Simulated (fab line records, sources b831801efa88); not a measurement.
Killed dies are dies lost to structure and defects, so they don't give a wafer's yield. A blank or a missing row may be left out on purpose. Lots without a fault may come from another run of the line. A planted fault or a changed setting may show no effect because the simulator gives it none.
Which tool did it? | flow sfq_line | 15 lots, 43 wafers sampled, at 6 steps of a route of 325

WHAT THE GAUGES READ, wafer by wafer
SFQ_I6_BOW_MEAS_941.
lot  | measured     | on            | I6_BOW (um)
L979 | day 67 07:46 | film_metro-02 | 10 7 2
L980 | day 67 14:38 | film_metro-02 | 9 -1 8
L981 | day 69 03:40 | film_metro-03 | 9 -2 7
L982 | day 69 06:38 | film_metro-03 | 13 3 7
L984 | day 69 15:29 | film_metro-02 | 7 0 2
L985 | day 69 21:28 | film_metro-01 | -12 -14 -2
L986 | day 70 00:28 | film_metro-02 | 19 12 20
L987 | day 70 07:45 | film_metro-02 | 12 -3 8
L988 | day 70 10:41 | film_metro-02 | 22 13 10
L992 | day 72 06:54 | film_metro-03 | 11 8 2
L993 | day 72 09:54 | film_metro-01 | 8 6 8
L994 | day 72 11:10 | film_metro-02 | 5 22
L996 | day 72 22:07 | film_metro-02 | 5 11 2
L998 | day 74 01:09 | film_metro-01 | -2 8
L101 | day 74 17:38 | film_metro-02 | 7 1 -7

SFQ_M8_RS_MEAS_949: measures by four-point-probe.
lot  | measured     | on            | M8_AU_RS (ohm/sq)
L979 | day 75 06:01 | film_metro-01 | 0.1520 0.1523 0.1537
L980 | day 75 08:26 | film_metro-02 | 0.1523 0.1527 0.1539
L981 | day 76 02:05 | film_metro-01 | 0.1525 0.1542 0.1540
L982 | day 76 02:31 | film_metro-01 | 0.1568 0.1553 0.1560
L984 | day 76 15:40 | film_metro-01 | 0.1526 0.1551 0.1543
L985 | day 76 22:50 | film_metro-01 | 0.1536 0.1553 0.1550
L986 | day 77 09:38 | film_metro-04 | 0.1538 0.1536 0.1542
L987 | day 78 21:41 | film_metro-02 | 0.1523 0.1521 0.1529
L988 | day 79 03:37 | film_metro-04 | 0.1535 0.1538 0.1531
L992 | day 80 18:47 | film_metro-01 | 0.1555 0.1570 0.1546
L993 | day 81 00:53 | film_metro-04 | 0.1523 0.1525 0.1514
L994 | day 81 05:38 | film_metro-02 | 0.1554 0.1124
L996 | day 81 15:55 | film_metro-04 | 0.1549 0.1543 0.1128
L998 | day 82 10:38 | film_metro-01 | 0.1132 0.1551
L101 | day 82 18:04 | film_metro-02 | 0.1554 0.1537 0.1550

SFQ_M8_THK_MEAS_950: measures by xrf.
lot  | measured     | on            | M8_AU_THK (nm)
L979 | day 75 06:08 | film_metro-01 | 179.4 177.5 177.1
L980 | day 75 08:33 | film_metro-02 | 178.3 178.1 177.0
L981 | day 76 02:11 | film_metro-01 | 178.6 175.2 176.7
L982 | day 76 02:38 | film_metro-01 | 172.9 174.5 174.1
L984 | day 76 15:46 | film_metro-01 | 177.3 174.7 175.9
L985 | day 76 22:57 | film_metro-01 | 176.5 175.2 176.0
L986 | day 77 09:45 | film_metro-04 | 175.5 174.8 174.7
L987 | day 78 21:46 | film_metro-02 | 177.4 178.3 176.9
L988 | day 79 03:44 | film_metro-04 | 177.8 178.1 178.6
L992 | day 80 18:53 | film_metro-01 | 173.9 173.3 175.2
L993 | day 81 00:59 | film_metro-04 | 179.1 179.2 180.4
L994 | day 81 05:43 | film_metro-02 | 175.7 240.1
L996 | day 81 16:02 | film_metro-04 | 176.2 176.6 239.9
L998 | day 82 10:44 | film_metro-01 | 238.6 174.0
L101 | day 82 18:10 | film_metro-02 | 173.8 175.7 174.3

WHICH TOOL RAN EACH LOT (tool, then ch and the chambers of the sampled wafers, then the start)
lot  | SFQ_TRILAYER_I6_METRO_MEASURE_167 | SFQ_TRILAYER_M7_STRIP_STRIP_181   | SFQ_TRILAYER_M8_DEP_EVAP_196
L979 | film_metro-02, day 67 07:53       | rie_metal-02 ch 0,1, day 70 03:59 | pvd_sputter-01, day 75 05:30
L980 | film_metro-02, day 67 14:56       | rie_metal-03 ch 0,1, day 70 07:35 | pvd_sputter-02, day 75 07:54
L981 | film_metro-03, day 69 04:09       | rie_metal-02 ch 0,1, day 71 09:49 | pvd_sputter-02, day 76 01:32
L982 | film_metro-03, day 69 06:45       | rie_metal-03 ch 0,1, day 71 13:13 | pvd_sputter-01, day 76 01:56
L984 | film_metro-02, day 69 15:58       | rie_metal-03 ch 0,1, day 72 01:25 | pvd_sputter-01, day 76 15:06
L985 | film_metro-01, day 69 21:46       | rie_metal-03 ch 0,1, day 72 07:13 | pvd_sputter-02, day 76 22:18
L986 | film_metro-02, day 70 00:46       | rie_metal-02 ch 0,1, day 72 14:13 | pvd_sputter-01, day 77 09:06
L987 | film_metro-02, day 70 08:25       | rie_metal-02 ch 0,1, day 72 19:13 | pvd_sputter-02, day 78 21:06
L988 | film_metro-02, day 70 10:49       | rie_metal-03 ch 0,1, day 72 22:37 | pvd_sputter-01, day 79 03:06
L992 | film_metro-03, day 72 07:12       | rie_metal-03 ch 0, day 74 13:52   | pvd_sputter-02, day 80 18:15
L993 | film_metro-01, day 72 10:12       | rie_metal-02 ch 0,1, day 74 15:04 | pvd_sputter-01, day 81 00:16
L994 | film_metro-02, day 72 12:00       | rie_metal-03 ch 0,1, day 74 16:40 | pvd_sputter-02, day 81 05:18
L996 | film_metro-02, day 72 22:14       | rie_metal-01 ch 0,1, day 75 04:16 | pvd_sputter-02, day 81 15:24
L998 | film_metro-01, day 74 01:38       | rie_metal-02 ch 0,1, day 76 05:40 | pvd_sputter-02, day 82 10:05
L101 | film_metro-02, day 74 17:56       | rie_metal-02 ch 0,1, day 76 23:28 | pvd_sputter-01, day 82 17:32
- SFQ_TRILAYER_I6_METRO_MEASURE_167
- SFQ_TRILAYER_M7_STRIP_STRIP_181: strips in O2.
- SFQ_TRILAYER_M8_DEP_EVAP_196: material Au, target thk 180 nm, time 900 s.

WHAT THE TOOLS THEMSELVES READ (means of the sampled wafers that have a number; where no wafer has one, the mark that the record gives instead)
SFQ_TRILAYER_I6_METRO_MEASURE_167.
lot  | tool          | thk_nm (nm)
L979 | film_metro-02 | 200.0
L980 | film_metro-02 | 199.9
L981 | film_metro-03 | 199.4
L982 | film_metro-03 | 200.5
L984 | film_metro-02 | 200.1
L985 | film_metro-01 | 200.3
L986 | film_metro-02 | 199.6
L987 | film_metro-02 | 200.8
L988 | film_metro-02 | 199.7
L992 | film_metro-03 | 198.4
L993 | film_metro-01 | 199.1
L994 | film_metro-02 | 200.1
L996 | film_metro-02 | 199.4
L998 | film_metro-01 | 199.2
L101 | film_metro-02 | 200.2

SFQ_TRILAYER_M7_STRIP_STRIP_181.
lot  | tool         | drypump_motor_current_A (A) | oes_product_au (a.u.)
L979 | rie_metal-02 | 5.9                         | 0.991
L980 | rie_metal-03 | 5.3                         | 0.998
L981 | rie_metal-02 | 5.8                         | 1.003
L982 | rie_metal-03 | 5.3                         | 0.999
L984 | rie_metal-03 | 5.7                         | 1.000
L985 | rie_metal-03 | 5.7                         | 0.995
L986 | rie_metal-02 | 5.9                         | 1.001
L987 | rie_metal-02 | 6.1                         | 0.990
L988 | rie_metal-03 | 5.7                         | 0.997
L992 | rie_metal-03 | 6.0                         | 1.005
L993 | rie_metal-02 | 6.1                         | 0.998
L994 | rie_metal-03 | 5.5                         | 1.004
L996 | rie_metal-01 | 5.9                         | 0.999
L998 | rie_metal-02 | 6.0                         | 1.000
L101 | rie_metal-02 | 5.9                         | 1.000

THE ANSWER, worked out from the rows above alone
Rule: what is usual is taken from the lots themselves. Put in order of their means at a reading, lots are off if they are a third of the lots or fewer, leave a main group of 4 or more, and stand apart from it by a gap of 3 or more times the standard deviation of the main group's means; of several such gaps the widest counts. A main group whose means are all the same, to the digits that the tables above print for the reading, isn't used. A lot without any number at a reading at which 4 lots or more have one is off too. The other lots that the step has rows for count as sound. The gauges are gone through in route order, then the tools' own readings, and for those a lot's mean is taken as printed above. The first step at which some lot is off is used, and at that step the reading that is off furthest; a lot without a number counts as furthest.
Off: L994, L996, L998, at SFQ_M8_RS_MEAS_949 (M8_AU_RS). The main group: mean 0.1538 ohm/sq, standard deviation 0.0012.
A tool fits if, at a process step before that reading, it ran every lot that is off, and no sound lot after the first of them. The gauges at SFQ_M8_RS_MEAS_949 are tried like those tools. One fits: pvd_sputter-02 at SFQ_TRILAYER_M8_DEP_EVAP_196. Its last sound lot is L992 (day 80 18:15), its first lot that is off L994 (day 81 05:18): a fault that began between those two fits.

WHAT THE SIMULATOR HAD PUT IN
Process parameter drift: pvd_sputter-02, from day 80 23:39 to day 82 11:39, at SFQ_TRILAYER_M8_DEP_EVAP_196. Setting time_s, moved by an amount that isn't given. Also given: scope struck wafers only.
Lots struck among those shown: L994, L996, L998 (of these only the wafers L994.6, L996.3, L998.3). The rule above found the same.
